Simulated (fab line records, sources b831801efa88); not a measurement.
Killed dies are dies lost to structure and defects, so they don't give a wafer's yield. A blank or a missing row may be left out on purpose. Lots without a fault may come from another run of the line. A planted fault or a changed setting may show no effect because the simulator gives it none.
A struck lot beside a sound one | flow gf180mcu | 14 steps out of a route of 602
Sound: wafers L620.1, L620.3, L620.5. Struck: wafers L632.2, L632.3, L632.6. The cause comes at the end.
At each step with rows: each side's tool, then ch and its chambers, then its first start. Under that, the readings that differ: sound wafers | struck wafers | difference of the means | sigmas: that difference in standard deviations of wafers without a fault.
alike: readings whose means differ by less than 2 such deviations, and words and numbers that are the same on both sides. not compared: withheld readings, readings that some wafer has no value for, bounds like >300 that may hide the same value, and numbers for which the record gives no deviation and whose values overlap.
The two part at a step that has a row with sigmas, a row that says differs or no value, or rows on one side only. Numbers that don't overlap but have no deviation are shown without sigmas and don't part them. A reading that every wafer of one side lacks parts them only if that side has two wafers or more.

GF_M2_SPUTTER_00: material Ti, target thk 37.5 nm, time 150 s.
  sound on pvd_sputter-01, day 17 20:04; struck on pvd_sputter-03, day 22 20:05
  alike: throttle_valve_pct
GF_M2_SPUTTER_01: material TiN, target thk 30 nm, time 25 s.
  sound on pvd_sputter-01, day 17 20:10; struck on pvd_sputter-03, day 22 20:11
  alike: throttle_valve_pct
GF_M2_SPUTTER_02: material AlCu, target thk 450 nm, time 23.9 s.
  sound on pvd_sputter-01, day 17 20:12; struck on pvd_sputter-03, day 22 20:13
  alike: throttle_valve_pct
GF_M2_SPUTTER_03: material Ti, target thk 10 nm, time 6.7 s.
  sound on pvd_sputter-01, day 17 20:14; struck on pvd_sputter-03, day 22 20:15
  alike: throttle_valve_pct
GF_M2_SPUTTER_04: material TiN, target thk 50 nm, time 41.7 s.
  sound on pvd_sputter-01, day 17 20:15; struck on pvd_sputter-03, day 22 20:16
  alike: throttle_valve_pct
GF_M2_RS_MEAS_05: measures by four-point-probe.
  sound on film_metro-04, day 17 20:17; struck on film_metro-02, day 22 20:20
  alike: M2_ALCU_RS
GF_M2_THK_MEAS_06: measures by xrf.
  sound on film_metro-04, day 17 20:25; struck on film_metro-02, day 22 20:26
  alike: M2_ALCU_THK
then, 5 steps without rows for these wafers: GF_M2_DEHYDRATE_07 (time 60 s); GF_M2_HMDS_08 (prime time 60 s); GF_M2_COAT_09 (resist thk 1000 nm); GF_M2_SOFTBAKE_10 (time 60 s); GF_M2_EXPOSE_11 (exposes mask Metal2, target cd 280 nm).
GF_M2_PEB_12: peb time 90 s.
  sound on litho_track-01 ch 0, day 18 20:02; struck on litho_track-02, day 23 18:33
  no value came back on the struck wafers for chill_plate_temp_C (C), exhaust_pa (Pa); on the sound wafers chill_plate_temp_C (C) reads 22.84 23.01 23.00
then, 1 step without rows for these wafers: GF_M2_DEVELOP_13 (develop time 60 s).

WHERE THEY PART
Only at GF_M2_PEB_12, within this record.

WHY: what the simulator had put in
Skipped step whole: litho_track-02, from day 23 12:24 on, at GF_M2_PEB_12. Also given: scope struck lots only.
